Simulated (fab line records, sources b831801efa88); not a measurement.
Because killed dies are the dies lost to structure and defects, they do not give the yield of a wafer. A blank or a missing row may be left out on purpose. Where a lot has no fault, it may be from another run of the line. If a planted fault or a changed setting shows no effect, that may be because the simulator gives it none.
Comparing a struck lot with a sound one / flow sky130 / 31 out of 708 route steps
Sound: these wafers, L770.2, L770.3, L770.6. Struck: wafer L766.5 (left out: L766.3, a lot-mate that was not struck); the cause follows at the end.
At each step with rows: each side's tool, then ch and its chambers, then its first start. Under that, the readings that differ: sound wafers / struck wafers / difference of the means / sigmas: that difference in standard deviations of wafers without a fault.
alike: same words and numbers on both sides, and readings whose means sit less than 2 such deviations apart. not compared: any withheld reading, any reading some wafer has no value for, any bound like >300 that may hide the same value, and any number with overlapping values for which the record gives no deviation.
A row with sigmas, a row that says differs or no value, or rows on one side alone: a step with any of these is where the two part. Non-overlapping numbers with no deviation appear without sigmas and do not part them. Lack of a reading on every wafer of one side parts them only where that side has two or more wafers.

first, 1 step without rows for these wafers: SKY_CONTACT_ETCH_18 (etches Si3N4 in CHF3/O2, stops on TiN, time 39 s, target depth 75 nm).
SKY_CONTACT_STRIP_19: strips in O2/N2.
  sound on plasma_asher-03 ch 0, day 35 23:19; struck on plasma_asher-01 ch 1, day 34 16:58
reading=oes_product_au (a.u.); sound=0.372 0.374 0.381; struck=0.390; difference=+0.014; sigmas=+3
  alike: drypump_motor_current_A, strip_time_to_endpoint_s
  not compared: rf_hours_counter_h
then, 4 steps without rows for these wafers: SKY_CONTACT_STRIP_20 (strips in post etch residue remover, time 1200 s); SKY_CONTACT_CLEAN_21 (cleans in IPA, time 180 s); SKY_CONTACT_CLEAN_22 (cleans in O3/DIW); SKY_CONTACT_SPUTTER_23 (material TiN, target thk 20 nm, time 80 s).
SKY_CONTACT_CVD_24: deposits W, target thk 340 nm, time 102.12 s.
  sound on cvd_w-01 ch 0,1, day 35 23:58; struck on cvd_w-01 ch 0, day 34 17:38
  alike: heater_power_w
SKY_CONTACT_RS_MEAS_25: a four-point-probe measurement.
  sound on film_metro-04 at day 36 00:06; struck on film_metro-01 at day 34 17:44
  alike: CONTACT_W_RS
SKY_CONTACT_THK_MEAS_26: measures by xrf.
  sound on film_metro-04 at day 36 00:13; struck on film_metro-01 at day 34 17:50
reading=CONTACT_W_THK (nm); sound=335 337 335; struck=328; difference=-8; sigmas=-2
then, 1 step without rows for these wafers: SKY_CONTACT_CMP_27 (polishes, stops on SiO2, t overpolish 15 s, target thk 0 nm).
SKY_METAL1_SPUTTER_00: material Ti, target thk 15 nm, time 10 s.
  sound on pvd_sputter-01 at day 36 00:34; struck on pvd_sputter-03 at day 34 18:11
  alike: throttle_valve_pct
SKY_METAL1_SPUTTER_01: material TiN, target thk 20 nm, time 16.7 s.
  sound on pvd_sputter-01 at day 36 00:35; struck on pvd_sputter-03 at day 34 18:12
  alike: throttle_valve_pct
SKY_METAL1_SPUTTER_02: material AlCu, target thk 250 nm, time 13.3 s.
  sound on pvd_sputter-01 at day 36 00:36; struck on pvd_sputter-03 at day 34 18:14
reading=model.AlCu_of_METAL1_SPUTTER_02.thk_nm (nm); sound=249.4 250.5 249.4; struck=315.5; difference=+65.7; sigmas=
  alike: throttle_valve_pct
then, 1 step without rows for these wafers: SKY_METAL1_SPUTTER_03 (material Ti, target thk 5 nm, time 3.3 s).
SKY_METAL1_SPUTTER_04: material TiN, target thk 70 nm, time 58.3 s.
  sound on pvd_sputter-01 at day 36 00:39; struck on pvd_sputter-03 at day 34 18:16
  alike: throttle_valve_pct
SKY_METAL1_RS_MEAS_05: a four-point-probe measurement.
  sound on film_metro-03 at day 36 00:43; struck on film_metro-01 at day 34 18:39
reading=METAL1_ALCU_RS (ohm/sq); sound=0.1271 0.1263 0.1271; struck=0.0998; difference=-0.0270; sigmas=-21
  not compared: hold
SKY_METAL1_THK_MEAS_06: measures by xrf.
  sound on film_metro-03 at day 36 00:49; struck on film_metro-01 at day 35 00:40
reading=METAL1_ALCU_THK (nm); sound=246.1 245.9 242.8; struck=310.6; difference=+65.7; sigmas=+23
  not compared: hold
then, 7 steps without rows for these wafers: SKY_METAL1_HMDS_08 (prime time 60 s); SKY_METAL1_COAT_09 (resist thk 60 nm); SKY_METAL1_COAT_10 (resist thk 450 nm); SKY_METAL1_SOFTBAKE_11 (time 90 s); SKY_METAL1_EXPOSE_12 (exposes mask MM1, target cd 140 nm); SKY_METAL1_PEB_13; SKY_METAL1_DEVELOP_14 (develop time 60 s).
SKY_METAL1_CD_MEAS_15 targets a cd of 140 nm.
  sound on cd_sem-02 at day 37 02:49; struck on cd_sem-01 at day 35 20:32
  alike: cd_nm
SKY_METAL1_OVL_MEAS_16:
  sound on overlay-01 at day 37 02:56; struck on overlay-02 at day 35 20:38
  alike: METAL1_OVL
then, 2 steps without rows for these wafers: SKY_METAL1_DESCUM_17 (chemistry O2, time 8 s); SKY_METAL1_ETCH_18 (etches BARC in N2/H2, stops on SiO2, time 45.9 s, target depth 60 nm).
SKY_METAL1_METAL_ETCH_19: etches the open film in Cl2/BCl3, stops on SiO2, target depth 360 nm, time 78 s.
  sound on rie_metal-02 ch 0,1, day 37 03:03; struck on rie_metal-04 ch 0, day 35 20:47
reading=oes_product_au (a.u.); sound=0.849 0.857 0.850; struck=0.892; difference=+0.040; sigmas=+7
  alike: drypump_motor_current_A, throttle_valve_pct
  not compared: rf_hours_counter_h
then, 1 step without rows for these wafers: SKY_METAL1_STRIP_20 (strips in O2/N2).
-- the record jumps here: 12 days lie between the struck wafers' starts before and after (it left off in module METAL1 and takes up again in module PAD_OPEN, whose first step shown is number 708 of the route) --
SKY_PAD_OPEN_PROBE_99:
  sound on prober-01 at day 49 01:19; struck on prober-01 at day 48 02:58
reading=hold; sound=- - -; struck=await_dispo/6.4h/release; difference=no value on the sound wafers; sigmas=
  alike: defect_limited_yield, killed_at_M0_to_M3, killed_at_M4_up, killed_at_contacts, killed_at_front_end, killed_at_other, killed_dies, killed_open, killed_short, sort_bin_3_pad_short, sort_bin_5_function, sort_bin_6_memory, sort_n_pass, sort_yield_pct
  not compared: model.etest.met1.line_ohm_um, model.etest.met1.rs_ohm_sq

## WHERE THEY PART
At SKY_CONTACT_STRIP_19 first; at SKY_PAD_OPEN_PROBE_99 last (within this record only).

WHY: the cause the simulator had injected
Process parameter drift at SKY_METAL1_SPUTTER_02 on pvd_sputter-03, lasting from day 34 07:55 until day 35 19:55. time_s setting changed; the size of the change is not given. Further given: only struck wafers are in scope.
